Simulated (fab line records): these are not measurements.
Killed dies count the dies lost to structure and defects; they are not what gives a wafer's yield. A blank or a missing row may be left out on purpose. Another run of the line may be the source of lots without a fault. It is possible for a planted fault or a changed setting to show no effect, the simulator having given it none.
Which tool did it? :: flow sky130 :: 12 lots, 36 wafers sampled, at 5 steps of a route of 708

WHAT THE GAUGES READ, wafer by wafer
The record lacks any reading of a measuring or inspecting step that a usual standard deviation could be used to judge.

WHICH TOOL RAN EACH LOT (tool, then ch and the chambers of the sampled wafers, then the start)
lot: L592
SKY_VT_ADJUST_NCORE_STRIP_10: plasma_asher-04 ch 0,1, day 8 23:18
SKY_VT_ADJUST_HVTR_STRIP_10: plasma_asher-01 ch 0, day 9 21:37
SKY_VT_ADJUST_PCH_STRIP_09: plasma_asher-04 ch 0,1, day 10 20:37
SKY_SONOS_TUNNEL_IMPLANT_09: implanter-02 ch 0, day 11 19:45
SKY_PAD_OPEN_PROBE_99: prober-02, day 46 20:13

lot: L594
SKY_VT_ADJUST_NCORE_STRIP_10: plasma_asher-03 ch 0,1, day 9 11:16
SKY_VT_ADJUST_HVTR_STRIP_10: plasma_asher-04 ch 0,1, day 10 09:55
SKY_VT_ADJUST_PCH_STRIP_09: plasma_asher-04 ch 0,1, day 11 09:09
SKY_SONOS_TUNNEL_IMPLANT_09: implanter-02 ch 0, day 12 09:37
SKY_PAD_OPEN_PROBE_99: prober-01, day 47 02:17

lot: L595
SKY_VT_ADJUST_NCORE_STRIP_10: plasma_asher-04 ch 0,1, day 9 18:39
SKY_VT_ADJUST_HVTR_STRIP_10: plasma_asher-04 ch 0,1, day 10 17:57
SKY_VT_ADJUST_PCH_STRIP_09: plasma_asher-03 ch 0,1, day 11 16:48
SKY_SONOS_TUNNEL_IMPLANT_09: implanter-04 ch 0, day 12 16:37
SKY_PAD_OPEN_PROBE_99: prober-01, day 47 15:44

lot: L596
SKY_VT_ADJUST_NCORE_STRIP_10: plasma_asher-01 ch 0,1, day 10 04:08
SKY_VT_ADJUST_HVTR_STRIP_10: plasma_asher-01 ch 0, day 11 02:31
SKY_VT_ADJUST_PCH_STRIP_09: plasma_asher-04 ch 0,1, day 12 02:54
SKY_SONOS_TUNNEL_IMPLANT_09: implanter-02 ch 0, day 13 03:39
SKY_PAD_OPEN_PROBE_99: prober-02, day 47 23:20

lot: L600
SKY_VT_ADJUST_NCORE_STRIP_10: plasma_asher-03 ch 0,1, day 11 05:07
SKY_VT_ADJUST_HVTR_STRIP_10: plasma_asher-04 ch 0,1, day 12 06:09
SKY_VT_ADJUST_PCH_STRIP_09: plasma_asher-04 ch 0,1, day 13 07:18
SKY_SONOS_TUNNEL_IMPLANT_09: implanter-01 ch 0, day 14 09:18
SKY_PAD_OPEN_PROBE_99: prober-02, day 48 18:51

lot: L605
SKY_VT_ADJUST_NCORE_STRIP_10: plasma_asher-03 ch 0,1, day 12 12:47
SKY_VT_ADJUST_HVTR_STRIP_10: plasma_asher-04 ch 0,1, day 13 13:37
SKY_VT_ADJUST_PCH_STRIP_09: plasma_asher-03 ch 0,1, day 14 15:39
SKY_SONOS_TUNNEL_IMPLANT_09: implanter-02 ch 0, day 15 19:22
SKY_PAD_OPEN_PROBE_99: prober-01, day 49 19:35

lot: L606
SKY_VT_ADJUST_NCORE_STRIP_10: plasma_asher-01 ch 0,1, day 12 23:55
SKY_VT_ADJUST_HVTR_STRIP_10: plasma_asher-04 ch 0,1, day 14 02:32
SKY_VT_ADJUST_PCH_STRIP_09: plasma_asher-02 ch 0,1, day 15 04:26
SKY_SONOS_TUNNEL_IMPLANT_09: implanter-02 ch 0, day 16 09:24
SKY_PAD_OPEN_PROBE_99: prober-02, day 50 02:55

lot: L609
SKY_VT_ADJUST_NCORE_STRIP_10: plasma_asher-01 ch 0,1, day 13 20:39
SKY_VT_ADJUST_HVTR_STRIP_10: plasma_asher-04 ch 0,1, day 14 23:21
SKY_VT_ADJUST_PCH_STRIP_09: plasma_asher-03 ch 0,1, day 16 03:12
SKY_SONOS_TUNNEL_IMPLANT_09: implanter-02 ch 0, day 17 07:46
SKY_PAD_OPEN_PROBE_99: prober-01, day 50 20:39

lot: L610
SKY_VT_ADJUST_NCORE_STRIP_10: plasma_asher-03 ch 0,1, day 13 23:44
SKY_VT_ADJUST_HVTR_STRIP_10: plasma_asher-01 ch 0,1, day 15 01:55
SKY_VT_ADJUST_PCH_STRIP_09: plasma_asher-03 ch 0,1, day 16 05:49
SKY_SONOS_TUNNEL_IMPLANT_09: implanter-02 ch 0, day 17 10:52
SKY_PAD_OPEN_PROBE_99: prober-02, day 50 22:02

lot: L611
SKY_VT_ADJUST_NCORE_STRIP_10: plasma_asher-03 ch 0,1, day 14 07:15
SKY_VT_ADJUST_HVTR_STRIP_10: plasma_asher-02 ch 0,1, day 15 09:46
SKY_VT_ADJUST_PCH_STRIP_09: plasma_asher-02 ch 0, day 16 14:32
SKY_SONOS_TUNNEL_IMPLANT_09: implanter-02 ch 0, day 17 19:45
SKY_PAD_OPEN_PROBE_99: prober-01, day 51 00:35

lot: L614
SKY_VT_ADJUST_NCORE_STRIP_10: plasma_asher-01 ch 0,1, day 15 06:25
SKY_VT_ADJUST_HVTR_STRIP_10: plasma_asher-02 ch 0,1, day 16 10:32
SKY_VT_ADJUST_PCH_STRIP_09: plasma_asher-04 ch 0,1, day 17 16:04
SKY_SONOS_TUNNEL_IMPLANT_09: implanter-01 ch 0, day 18 22:13
SKY_PAD_OPEN_PROBE_99: prober-02, day 51 13:44

lot: L615
SKY_VT_ADJUST_NCORE_STRIP_10: plasma_asher-03 ch 1, day 15 09:25
SKY_VT_ADJUST_HVTR_STRIP_10: plasma_asher-04 ch 0,1, day 16 13:40
SKY_VT_ADJUST_PCH_STRIP_09: plasma_asher-04 ch 0,1, day 17 18:21
SKY_SONOS_TUNNEL_IMPLANT_09: implanter-02 ch 0, day 19 00:45
SKY_PAD_OPEN_PROBE_99: prober-02, day 51 14:53
- SKY_VT_ADJUST_NCORE_STRIP_10: strips in O2/N2.
- SKY_VT_ADJUST_HVTR_STRIP_10: strips in O2/N2.
- SKY_VT_ADJUST_PCH_STRIP_09: strips in O2/N2.
- SKY_SONOS_TUNNEL_IMPLANT_09
- SKY_PAD_OPEN_PROBE_99

WHAT THE TOOLS THEMSELVES READ (means of the sampled wafers that have a number; where no wafer has one, the mark that the record gives instead)
SKY_VT_ADJUST_NCORE_STRIP_10. Usual: drypump_motor_current_A 5.5 A, standard deviation 0.35; n2_flow_sccm 299.9 sccm, standard deviation 0.94; oes_product_au 0.715 a.u., standard deviation 0.0047; strip_time_to_endpoint_s 14.15 s, standard deviation 0.037.
lot: L592
tool: plasma_asher-04
drypump_motor_current_A (A): 6.0
n2_flow_sccm (sccm): 300.2
oes_product_au (a.u.): 0.717
strip_time_to_endpoint_s (s): 14.14
flag: 

lot: L594
tool: plasma_asher-03
drypump_motor_current_A (A): 5.2
n2_flow_sccm (sccm): 300.5
oes_product_au (a.u.): 0.715
strip_time_to_endpoint_s (s): 14.12
flag: 

lot: L595
tool: plasma_asher-04
drypump_motor_current_A (A): 5.8
n2_flow_sccm (sccm): 300.1
oes_product_au (a.u.): 0.718
strip_time_to_endpoint_s (s): 14.19
flag: 

lot: L596
tool: plasma_asher-01
drypump_motor_current_A (A): 5.6
n2_flow_sccm (sccm): 300.1
oes_product_au (a.u.): 0.719
strip_time_to_endpoint_s (s): 14.18
flag: 

lot: L600
tool: plasma_asher-03
drypump_motor_current_A (A): 5.3
n2_flow_sccm (sccm): 299.7
oes_product_au (a.u.): 0.717
strip_time_to_endpoint_s (s): 14.14
flag: 

lot: L605
tool: plasma_asher-03
drypump_motor_current_A (A): 5.2
n2_flow_sccm (sccm): 299.5
oes_product_au (a.u.): 0.713
strip_time_to_endpoint_s (s): 14.11
flag: 

lot: L606
tool: plasma_asher-01
drypump_motor_current_A (A): 5.6
n2_flow_sccm (sccm): 300.6
oes_product_au (a.u.): 0.716
strip_time_to_endpoint_s (s): 14.18
flag: 

lot: L609
tool: plasma_asher-01
drypump_motor_current_A (A): 5.6
n2_flow_sccm (sccm): 298.7
oes_product_au (a.u.): 0.713
strip_time_to_endpoint_s (s): 14.13
flag: 

lot: L610
tool: plasma_asher-03
drypump_motor_current_A (A): 5.3
n2_flow_sccm (sccm): 300.7
oes_product_au (a.u.): 0.716
strip_time_to_endpoint_s (s): 14.17
flag: 

lot: L611
tool: plasma_asher-03
drypump_motor_current_A (A): 5.3
n2_flow_sccm (sccm): 299.6
oes_product_au (a.u.): 0.714
strip_time_to_endpoint_s (s): 14.13
flag: 

lot: L614
tool: plasma_asher-01
drypump_motor_current_A (A): 5.6
n2_flow_sccm (sccm): 298.9
oes_product_au (a.u.): 0.716
strip_time_to_endpoint_s (s): 14.16
flag: 

lot: L615
tool: plasma_asher-03
drypump_motor_current_A (A): 5.2
n2_flow_sccm (sccm): 299.8
oes_product_au (a.u.): 0.715
strip_time_to_endpoint_s (s): 14.06
flag: 

SKY_VT_ADJUST_HVTR_STRIP_10. Usual: drypump_motor_current_A 5.8 A, standard deviation 0.36; n2_flow_sccm 299.9 sccm, standard deviation 0.83; oes_product_au 0.723 a.u., standard deviation 0.0048; strip_time_to_endpoint_s 13.97 s, standard deviation 0.039.
lot: L592
tool: plasma_asher-01
drypump_motor_current_A (A): 5.2
n2_flow_sccm (sccm): 299.1
oes_product_au (a.u.): 0.724
strip_time_to_endpoint_s (s): 13.95
flag: 

lot: L594
tool: plasma_asher-04
drypump_motor_current_A (A): 6.1
n2_flow_sccm (sccm): 299.9
oes_product_au (a.u.): 0.719
strip_time_to_endpoint_s (s): 14.01
flag: 

lot: L595
tool: plasma_asher-04
drypump_motor_current_A (A): 6.0
n2_flow_sccm (sccm): 299.8
oes_product_au (a.u.): 0.726
strip_time_to_endpoint_s (s): 13.98
flag: 

lot: L596
tool: plasma_asher-01
drypump_motor_current_A (A): 5.2
n2_flow_sccm (sccm): 298.7
oes_product_au (a.u.): 0.722
strip_time_to_endpoint_s (s): 14.04
flag: 

lot: L600
tool: plasma_asher-04
drypump_motor_current_A (A): 6.0
n2_flow_sccm (sccm): 299.4
oes_product_au (a.u.): 0.727
strip_time_to_endpoint_s (s): 13.98
flag: 

lot: L605
tool: plasma_asher-04
drypump_motor_current_A (A): 5.8
n2_flow_sccm (sccm): 300.2
oes_product_au (a.u.): 0.726
strip_time_to_endpoint_s (s): 13.96
flag: 

lot: L606
tool: plasma_asher-04
drypump_motor_current_A (A): 6.1
n2_flow_sccm (sccm): 299.9
oes_product_au (a.u.): 0.720
strip_time_to_endpoint_s (s): 14.00
flag: 

lot: L609
tool: plasma_asher-04
drypump_motor_current_A (A): 6.0
n2_flow_sccm (sccm): 299.9
oes_product_au (a.u.): 0.720
strip_time_to_endpoint_s (s): 13.97
flag: 

lot: L610
tool: plasma_asher-01
drypump_motor_current_A (A): 5.6
n2_flow_sccm (sccm): 299.5
oes_product_au (a.u.): 0.721
strip_time_to_endpoint_s (s): 13.99
flag: 

lot: L611
tool: plasma_asher-02
drypump_motor_current_A (A): 5.8
n2_flow_sccm (sccm): 299.6
oes_product_au (a.u.): 0.723
strip_time_to_endpoint_s (s): 13.95
flag: 

lot: L614
tool: plasma_asher-02
drypump_motor_current_A (A): 5.9
n2_flow_sccm (sccm): 299.5
oes_product_au (a.u.): 0.721
strip_time_to_endpoint_s (s): 13.96
flag: 

lot: L615
tool: plasma_asher-04
drypump_motor_current_A (A): 6.1
n2_flow_sccm (sccm): 300.0
oes_product_au (a.u.): 0.721
strip_time_to_endpoint_s (s): 13.91
flag: 

SKY_VT_ADJUST_PCH_STRIP_09. Usual: drypump_motor_current_A 5.7 A, standard deviation 0.4; n2_flow_sccm 300.0 sccm, standard deviation 0.94; oes_product_au 0.723 a.u., standard deviation 0.0045; strip_time_to_endpoint_s 36.91 s, standard deviation 0.13.
lot: L592
tool: plasma_asher-04
drypump_motor_current_A (A): 6.1
n2_flow_sccm (sccm): 300.1
oes_product_au (a.u.): 0.715
strip_time_to_endpoint_s (s): 36.86
flag: 

lot: L594
tool: plasma_asher-04
drypump_motor_current_A (A): 6.0
n2_flow_sccm (sccm): 299.8
oes_product_au (a.u.): 0.723
strip_time_to_endpoint_s (s): 37.03
flag: 

lot: L595
tool: plasma_asher-03
drypump_motor_current_A (A): 5.2
n2_flow_sccm (sccm): 299.9
oes_product_au (a.u.): 0.723
strip_time_to_endpoint_s (s): 37.01
flag: 

lot: L596
tool: plasma_asher-04
drypump_motor_current_A (A): 5.8
n2_flow_sccm (sccm): 301.2
oes_product_au (a.u.): 0.722
strip_time_to_endpoint_s (s): 37.03
flag: 

lot: L600
tool: plasma_asher-04
drypump_motor_current_A (A): 6.1
n2_flow_sccm (sccm): 300.0
oes_product_au (a.u.): 0.721
strip_time_to_endpoint_s (s): 36.76
flag: 

lot: L605
tool: plasma_asher-03
drypump_motor_current_A (A): 5.3
n2_flow_sccm (sccm): 299.6
oes_product_au (a.u.): 0.725
strip_time_to_endpoint_s (s): 37.10
flag: 

lot: L606
tool: plasma_asher-02
drypump_motor_current_A (A): 5.8
n2_flow_sccm (sccm): 299.8
oes_product_au (a.u.): 0.724
strip_time_to_endpoint_s (s): 36.84
flag: 

lot: L609
tool: plasma_asher-03
drypump_motor_current_A (A): 5.3
n2_flow_sccm (sccm): 300.2
oes_product_au (a.u.): 0.722
strip_time_to_endpoint_s (s): 36.95
flag: 

lot: L610
tool: plasma_asher-03
drypump_motor_current_A (A): 5.2
n2_flow_sccm (sccm): 299.1
oes_product_au (a.u.): 0.720
strip_time_to_endpoint_s (s): 36.91
flag: 

lot: L611
tool: plasma_asher-02
drypump_motor_current_A (A): 5.6
n2_flow_sccm (sccm): 298.4
oes_product_au (a.u.): 0.725
strip_time_to_endpoint_s (s): 36.69
flag: 

lot: L614
tool: plasma_asher-04
drypump_motor_current_A (A): 5.8
n2_flow_sccm (sccm): 299.2
oes_product_au (a.u.): 0.723
strip_time_to_endpoint_s (s): 36.94
flag: 

lot: L615
tool: plasma_asher-04
drypump_motor_current_A (A): 6.1
n2_flow_sccm (sccm): 300.8
oes_product_au (a.u.): 0.719
strip_time_to_endpoint_s (s): 36.86
flag: 

SKY_SONOS_TUNNEL_IMPLANT_09. Usual: beam_energy_keV 20.001, standard deviation 0.0063; faraday_current_uA 5.64, standard deviation 0.12.
lot: L592
tool: implanter-02
beam_energy_keV: 20.002
faraday_current_uA: 5.62
flag: 

lot: L594
tool: implanter-02
beam_energy_keV: 20.448
faraday_current_uA: 5.55
flag: OFF

lot: L595
tool: implanter-04
beam_energy_keV: 19.998
faraday_current_uA: 5.60
flag: 

lot: L596
tool: implanter-02
beam_energy_keV: 20.448
faraday_current_uA: 5.58
flag: OFF

lot: L600
tool: implanter-01
beam_energy_keV: 19.995
faraday_current_uA: 5.67
flag: 

lot: L605
tool: implanter-02
beam_energy_keV: 19.999
faraday_current_uA: 5.50
flag: 

lot: L606
tool: implanter-02
beam_energy_keV: 20.000
faraday_current_uA: 5.72
flag: 

lot: L609
tool: implanter-02
beam_energy_keV: 19.995
faraday_current_uA: 5.60
flag: 

lot: L610
tool: implanter-02
beam_energy_keV: 20.004
faraday_current_uA: 5.62
flag: 

lot: L611
tool: implanter-02
beam_energy_keV: 19.990
faraday_current_uA: 5.59
flag: 

lot: L614
tool: implanter-01
beam_energy_keV: 19.991
faraday_current_uA: 5.54
flag: 

lot: L615
tool: implanter-02
beam_energy_keV: 20.003
faraday_current_uA: 5.59
flag: 

SKY_PAD_OPEN_PROBE_99. Usual: killed_at_M0_to_M3 43, standard deviation 7.3; killed_at_M4_up 3.4, standard deviation 2.1; killed_at_contacts 24, standard deviation 5.9; killed_at_front_end 14, standard deviation 4; killed_at_other 0.3, standard deviation 0.54; killed_dies 85, standard deviation 10; killed_open 46, standard deviation 7.7; killed_short 38, standard deviation 6.
lot: L592
tool: prober-02
killed_at_M0_to_M3: 44
killed_at_M4_up: 4.0
killed_at_contacts: 21
killed_at_front_end: 11
killed_at_other: 0.3
killed_dies: 80
killed_open: 42
killed_short: 39
flag: 

lot: L594
tool: prober-01
killed_at_M0_to_M3: 40
killed_at_M4_up: 4.3
killed_at_contacts: 19
killed_at_front_end: 12
killed_at_other: 0.3
killed_dies: 76
killed_open: 41
killed_short: 34
flag: 

lot: L595
tool: prober-01
killed_at_M0_to_M3: 45
killed_at_M4_up: 3.0
killed_at_contacts: 29
killed_at_front_end: 15
killed_at_other: 0.7
killed_dies: 93
killed_open: 50
killed_short: 43
flag: 

lot: L596
tool: prober-02
killed_at_M0_to_M3: 49
killed_at_M4_up: 3.7
killed_at_contacts: 25
killed_at_front_end: 14
killed_at_other: 0.0
killed_dies: 91
killed_open: 52
killed_short: 40
flag: 

lot: L600
tool: prober-02
killed_at_M0_to_M3: 44
killed_at_M4_up: 4.3
killed_at_contacts: 23
killed_at_front_end: 16
killed_at_other: 0.3
killed_dies: 88
killed_open: 49
killed_short: 38
flag: 

lot: L605
tool: prober-01
killed_at_M0_to_M3: 43
killed_at_M4_up: 3.7
killed_at_contacts: 24
killed_at_front_end: 10
killed_at_other: 1.0
killed_dies: 81
killed_open: 47
killed_short: 34
flag: 

lot: L606
tool: prober-02
killed_at_M0_to_M3: 52
killed_at_M4_up: 4.3
killed_at_contacts: 26
killed_at_front_end: 13
killed_at_other: 0.7
killed_dies: 96
killed_open: 58
killed_short: 37
flag: 

lot: L609
tool: prober-01
killed_at_M0_to_M3: 40
killed_at_M4_up: 2.7
killed_at_contacts: 33
killed_at_front_end: 12
killed_at_other: 0.7
killed_dies: 88
killed_open: 52
killed_short: 36
flag: 

lot: L610
tool: prober-02
killed_at_M0_to_M3: 45
killed_at_M4_up: 4.3
killed_at_contacts: 27
killed_at_front_end: 11
killed_at_other: 0.0
killed_dies: 88
killed_open: 54
killed_short: 34
flag: 

lot: L611
tool: prober-01
killed_at_M0_to_M3: 45
killed_at_M4_up: 1.7
killed_at_contacts: 30
killed_at_front_end: 15
killed_at_other: 0.3
killed_dies: 91
killed_open: 53
killed_short: 38
flag: 

lot: L614
tool: prober-02
killed_at_M0_to_M3: 47
killed_at_M4_up: 6.0
killed_at_contacts: 22
killed_at_front_end: 15
killed_at_other: 0.3
killed_dies: 90
killed_open: 47
killed_short: 43
flag: 

lot: L615
tool: prober-02
killed_at_M0_to_M3: 44
killed_at_M4_up: 1.0
killed_at_contacts: 24
killed_at_front_end: 12
killed_at_other: 0.0
killed_dies: 81
killed_open: 45
killed_short: 34
flag: 

THE ANSWER, worked out from the rows above alone
Rule: a lot counts as off when the mean over its wafers that have a number is more than 3 standard deviations away from the usual mean. A lot without any number at a reading at which 4 lots or more have one is off too. Where the step has rows for the other lots, those lots are counted as sound. Order of review: gauges by route order, followed by the tools' own readings, for which a lot's mean as printed above is used. At the first step where some lot is off, the reading lying furthest off is the one used; lots without a number count as furthest.
Off at SKY_SONOS_TUNNEL_IMPLANT_09 (beam_energy_keV): L594, L596.
A tool fits if, at that step or a process step before it, it ran every lot that is off, and no sound lot after the first of them. None of those tried fits.

WHAT THE SIMULATOR HAD PUT IN
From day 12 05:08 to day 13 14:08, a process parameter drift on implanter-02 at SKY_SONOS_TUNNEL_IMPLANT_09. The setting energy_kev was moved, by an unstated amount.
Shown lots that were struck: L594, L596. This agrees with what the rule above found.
